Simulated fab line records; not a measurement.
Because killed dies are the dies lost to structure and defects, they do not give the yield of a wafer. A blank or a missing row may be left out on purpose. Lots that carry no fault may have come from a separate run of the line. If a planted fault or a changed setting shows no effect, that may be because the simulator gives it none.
One fault through the eyes of 2 desks + flow sky130 + what lay behind the numbers comes last; until then each desk has only its own

## DESK OF THE TOOL OWNER: cmp-01
The tool's own readings at SKY_VIA4_CMP_02 (polishes SiO2): means of the sampled wafers that have a number, for each lot that ran on this tool. The brackets show how far a lot's mean lies from the usual mean; more than 4 standard deviations puts the lot out of limits, marked OUT.
Columns: A = motor-current-A at SKY_VIA4_CMP_02, usual 12.4 A; B = slurry-flow-ml-min at SKY_VIA4_CMP_02, usual 150.0
| lot  | first seen here | A    | B     |
|------|-----------------|------|-------|
| L427 | day 43 15:19    | 13.2 | 150.2 |
| L430 | day 44 08:41    | 12.4 | 149.7 |
| L433 | day 44 12:05    | 13.1 | 149.4 |
| L435 | day 44 12:53    | 11.8 | 150.0 |
| L440 | day 44 21:28    | 12.4 | 150.1 |
| L438 | day 44 21:43    | 14.2 | 149.8 |
| L441 | day 49 01:14    | 12.5 | 149.1 |
| L450 | day 49 17:16    | 13.0 | 150.1 |
Finding of this desk: none of the 8 lots has anything out of limits.

## FROM THE METROLOGY DESK
What the gauges read for every lot (on any tool): the sampled wafers with a number, averaged. The brackets show how far a lot's mean lies from the usual mean; more than 4 standard deviations puts the lot out of limits, marked OUT.
Columns: A = VIA3_W_RS at SKY_VIA3_RS_MEAS_22, usual 0.296 ohm/sq
| lot  | first seen here | A     |
|------|-----------------|-------|
| L427 | day 41 09:53    | 0.294 |
| L429 | day 41 17:46    | 0.296 |
| L430 | day 42 03:56    | 0.292 |
| L431 | day 42 05:05    | 0.299 |
| L432 | day 42 07:30    | 0.296 |
| L433 | day 42 07:49    | 0.299 |
| L435 | day 42 09:01    | 0.293 |
| L434 | day 42 10:25    | 0.295 |
| L440 | day 42 16:53    | 0.293 |
| L438 | day 42 16:56    | 0.297 |
| L439 | day 42 17:20    | 0.297 |
| L441 | day 47 05:36    | 0.294 |
| L448 | day 47 22:52    | 0.299 |
| L450 | day 48 00:48    | 0.298 |
Finding of this desk: none of the 14 lots has anything out of limits.

## TAKEN TOGETHER
The tool owner's desk saw nothing out of limits.
From the metrology desk's view, nothing was out of limits.

## WHAT THE SIMULATOR HAD INSERTED
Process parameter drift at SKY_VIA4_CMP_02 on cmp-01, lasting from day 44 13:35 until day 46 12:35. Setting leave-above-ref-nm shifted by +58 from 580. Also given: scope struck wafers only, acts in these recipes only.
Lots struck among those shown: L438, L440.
